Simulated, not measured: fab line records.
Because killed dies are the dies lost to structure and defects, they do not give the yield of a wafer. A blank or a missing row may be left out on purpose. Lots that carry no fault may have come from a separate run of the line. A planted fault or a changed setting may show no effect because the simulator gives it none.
Which tool was responsible? -- flow gf180mcu -- Sampling: 6 lots, 18 wafers, 2 of 602 route steps

## WHAT THE GAUGES SHOWED, per wafer
GF_VT_IMPLANT_RS_MEAS_48: measurement is done with a four-point probe.
lot,measured,on,LVPWELL_RS (ohm/sq)
L355,day 7 20:09,filmMetro-01,1198 1198 1199
L357,day 8 17:33,filmMetro-04,1201 1201 1202
L360,day 9 11:34,filmMetro-01,1198 1196 1196
L362,day 9 21:35,filmMetro-01,1201 1202 1202
L366,day 10 19:08,filmMetro-01,1222 1218 1223
L372,day 12 15:33,filmMetro-03,1195 1196 1196

## WHAT TOOL EACH LOT RAN ON (gives the tool, then ch and the chambers of the sampled wafers, and finally the start)
lot,GF_LVPWELL_IMPLANT_08
L355,"implanter-02 ch 0, day 4 02:07"
L357,"implanter-02 ch 0, day 4 19:34"
L360,"implanter-04 ch 0, day 5 10:28"
L362,"implanter-04 ch 0, day 5 19:14"
L366,"implanter-02 ch 0, day 6 14:20"
L372,"implanter-03 ch 0, day 8 02:13"
- GF_LVPWELL_IMPLANT_08

## THE ANSWER, worked out from the rows above alone
Rule: usual is defined by the lots themselves. The widest of any qualifying gaps counts: lots, ordered by their means at a reading, are off when they make up no more than a third of the lots, leave a main group of 4 or more, and stand apart from it by 3 or more times the standard deviation of that group's means. A main group whose means are all the same, to the digits that the tables above print for the reading, isn't used. Also off: a lot with no number at a reading for which 4 or more lots have one. Where the step has rows for the other lots, those lots are counted as sound.
Off: L366, seen at GF_VT_IMPLANT_RS_MEAS_48 (LVPWELL_RS). Main group: mean 1199 ohm/sq, sd 2.4.
If a tool, at a process step before that reading, ran all the lots that are off and no sound lot after the first of them, it fits. Gauges at GF_VT_IMPLANT_RS_MEAS_48: tried the same way as those tools. 2 tools fit, implanter-02 at GF_LVPWELL_IMPLANT_08 and filmMetro-01 at GF_VT_IMPLANT_RS_MEAS_48, so this cannot tell which one it is.

## WHAT WAS PUT IN BY THE SIMULATOR
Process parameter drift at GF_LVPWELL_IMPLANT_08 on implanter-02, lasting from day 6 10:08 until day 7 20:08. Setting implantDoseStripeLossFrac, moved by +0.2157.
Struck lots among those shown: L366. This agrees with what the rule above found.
